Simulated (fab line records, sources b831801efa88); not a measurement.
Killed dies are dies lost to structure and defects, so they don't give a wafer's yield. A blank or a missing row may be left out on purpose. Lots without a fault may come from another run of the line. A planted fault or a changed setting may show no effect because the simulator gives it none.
Which tool did it? | flow sky130 | 11 lots, 32 wafers sampled, at 5 steps of a route of 708

WHAT THE GAUGES READ, wafer by wafer
SKY_VIA1_OVL_MEAS_13. Usual: VIA1_OVL 0 nm, standard deviation 5.7.
lot  | measured     | on         | VIA1_OVL (nm) | flag
L290 | day 33 21:02 | overlay-02 | -5 -3 -8      |
L292 | day 34 22:07 | overlay-02 | 1 -3 -1       |
L293 | day 35 01:30 | overlay-01 | 1 1 -4        |
L294 | day 36 08:33 | overlay-01 | -3 -6 -10     |
L297 | day 36 11:37 | overlay-01 | 4 -4 4        |
L302 | day 37 17:14 | overlay-01 | -3 3 -2       |
L305 | day 38 12:04 | overlay-02 | -14 -6        |
L306 | day 39 00:34 | overlay-02 | -4 3 -7       |
L309 | day 39 19:32 | overlay-01 | 12 6 6        |
L311 | day 40 03:04 | overlay-02 | 10 10 7       |
L313 | day 40 18:35 | overlay-01 | 5 3 -2        |

SKY_CAPM_THK_MEAS_01. Usual: CAPM_CVD_00_THK 15.47 nm, standard deviation 0.24.
lot  | measured     | on            | CAPM_CVD_00_THK (nm)                | flag
L290 | day 36 07:08 | film_metro-03 | 15.47 15.40 15.46                   |
L292 | day 37 08:14 | film_metro-02 | 14.95 15.30 15.62                   |
L293 | day 37 10:51 | film_metro-04 | 15.29 15.53 15.30                   |
L294 | day 38 16:19 | film_metro-02 | 15.54 15.54 15.76                   |
L297 | day 38 18:46 | film_metro-02 | 15.23 15.54 15.31                   |
L302 | day 39 23:10 | film_metro-02 | 15.19 15.21 14.63 15.18 15.24 14.54 |
L305 | day 40 18:36 | film_metro-04 | 15.63 14.67 15.58 14.72             |
L306 | day 41 04:45 | film_metro-02 | 15.30 15.60 15.44                   |
L309 | day 42 00:55 | film_metro-02 | 14.97 14.96 15.33                   |
L311 | day 42 06:51 | film_metro-03 | 15.39 15.61 15.57                   |
L313 | day 42 21:56 | film_metro-02 | 14.87 15.31 15.33                   |

WHICH TOOL RAN EACH LOT (tool, then ch and the chambers of the sampled wafers, then the start)
lot  | SKY_VIA1_ETCH_15                   | SKY_VIA2_ETCH_14                   | SKY_CAPM_CVD_00
L290 | rie_diel-02 ch 1,2,3, day 33 21:07 | rie_diel-04 ch 0,2,3, day 36 05:36 | pecvd-03 ch 0,1,2, day 36 07:07
L292 | rie_diel-01 ch 1,2, day 34 22:12   | rie_diel-04 ch 0,1,2, day 37 06:41 | pecvd-03 ch 1,2, day 37 08:13
L293 | rie_diel-02 ch 1,2, day 35 01:34   | rie_diel-02 ch 0,1,3, day 37 09:18 | pecvd-04 ch 0,1,2, day 37 10:49
L294 | rie_diel-01 ch 0,1,3, day 36 08:37 | rie_diel-01 ch 0,1,3, day 38 14:39 | pecvd-04 ch 0,2, day 38 16:17
L297 | rie_diel-02 ch 0,2, day 36 11:41   | rie_diel-02 ch 2,3, day 38 16:48   | pecvd-02 ch 1,2, day 38 18:45
L302 | rie_diel-02 ch 2,3, day 37 17:18   | rie_diel-02 ch 2,3, day 39 21:35   | pecvd-02 ch 0,1,2, day 39 23:09
L305 | rie_diel-01 ch 0,1, day 38 12:08   | rie_diel-04 ch 2,3, day 40 17:02   | pecvd-02 ch 0,2, day 40 18:33
L306 | rie_diel-01 ch 0,2,3, day 39 00:38 | rie_diel-01 ch 1,2, day 41 03:13   | pecvd-04 ch 0,1,2, day 41 04:44
L309 | rie_diel-01 ch 1,2, day 39 19:36   | rie_diel-02 ch 0,3, day 41 23:19   | pecvd-03 ch 0,1,2, day 42 00:52
L311 | rie_diel-03 ch 1,2, day 40 03:09   | rie_diel-04 ch 1,2, day 42 05:19   | pecvd-03 ch 0,1, day 42 06:50
L313 | rie_diel-03 ch 0,3, day 40 18:40   | rie_diel-04 ch 0,1,2, day 42 20:23 | pecvd-03 ch 0,2, day 42 21:55
- SKY_VIA1_ETCH_15: etches SiO2 in C4F8/O2/Ar, stops on TiN, target depth 351 nm, time 54 s.
- SKY_VIA2_ETCH_14: etches BARC in N2/H2, stops on SiO2, time 45.9 s, target depth 60 nm.
- SKY_CAPM_CVD_00: deposits SiO2, target thk 15.5 nm.

WHAT THE TOOLS THEMSELVES READ (means of the sampled wafers that have a number; where no wafer has one, the mark that the record gives instead)
SKY_VIA1_ETCH_15. Usual: oes_product_au 0.981 a.u., standard deviation 0.0057.
lot  | tool        | oes_product_au (a.u.) | flag
L290 | rie_diel-02 | 0.981                 |
L292 | rie_diel-01 | 0.980                 |
L293 | rie_diel-02 | 0.975                 |
L294 | rie_diel-01 | 0.984                 |
L297 | rie_diel-02 | 0.975                 |
L302 | rie_diel-02 | 0.989                 |
L305 | rie_diel-01 | 0.984                 |
L306 | rie_diel-01 | 0.979                 |
L309 | rie_diel-01 | 0.982                 |
L311 | rie_diel-03 | 0.987                 |
L313 | rie_diel-03 | 0.986                 |

SKY_VIA2_ETCH_14. Usual: drypump_motor_current_A 5.8 A, standard deviation 0.32; oes_product_au 0.854 a.u., standard deviation 0.0049; throttle_valve_pct 13.225 %, standard deviation 0.0085.
lot  | tool        | drypump_motor_current_A (A) | oes_product_au (a.u.) | throttle_valve_pct (%) | flag
L290 | rie_diel-04 | 6.0                         | 0.857                 | 13.225                 |
L292 | rie_diel-04 | 6.2                         | 0.856                 | 13.223                 |
L293 | rie_diel-02 | 5.6                         | 0.856                 | 13.223                 |
L294 | rie_diel-01 | 5.7                         | 0.852                 | 13.233                 |
L297 | rie_diel-02 | 5.4                         | 0.849                 | 13.227                 |
L302 | rie_diel-02 | 5.4                         | 0.852                 | 13.228                 |
L305 | rie_diel-04 | 5.8                         | 0.857                 | 13.229                 |
L306 | rie_diel-01 | 5.6                         | 0.854                 | 13.225                 |
L309 | rie_diel-02 | 5.6                         | 0.849                 | 13.225                 |
L311 | rie_diel-04 | 6.1                         | 0.854                 | 13.231                 |
L313 | rie_diel-04 | 6.2                         | 0.859                 | 13.235                 |

SKY_CAPM_CVD_00. Usual: heater_power_outer_w 421 W, standard deviation 59; heater_power_w 710 W, standard deviation 78.
lot  | tool     | heater_power_outer_w (W) | heater_power_w (W) | flag
L290 | pecvd-03 | 444                      | 759                |
L292 | pecvd-03 | 410                      | 710                |
L293 | pecvd-04 | 452                      | 774                |
L294 | pecvd-04 | 433                      | 757                |
L297 | pecvd-02 | 437                      | 693                |
L302 | pecvd-02 | 398                      | 660                |
L305 | pecvd-02 | 377                      | 628                |
L306 | pecvd-04 | 433                      | 760                |
L309 | pecvd-03 | 413                      | 704                |
L311 | pecvd-03 | 403                      | 695                |
L313 | pecvd-03 | 426                      | 716                |

THE ANSWER, worked out from the rows above alone
Rule: a lot is off if the mean of its wafers that have a number lies more than 3 standard deviations from the usual mean. A lot without any number at a reading at which 4 lots or more have one is off too. The other lots that the step has rows for count as sound. The gauges are gone through in route order, then the tools' own readings, and for those a lot's mean is taken as printed above. The first step at which some lot is off is used, and at that step the reading that is off furthest; a lot without a number counts as furthest.
No lot is off at any reading shown: from this, nothing can be told.

WHAT THE SIMULATOR HAD PUT IN
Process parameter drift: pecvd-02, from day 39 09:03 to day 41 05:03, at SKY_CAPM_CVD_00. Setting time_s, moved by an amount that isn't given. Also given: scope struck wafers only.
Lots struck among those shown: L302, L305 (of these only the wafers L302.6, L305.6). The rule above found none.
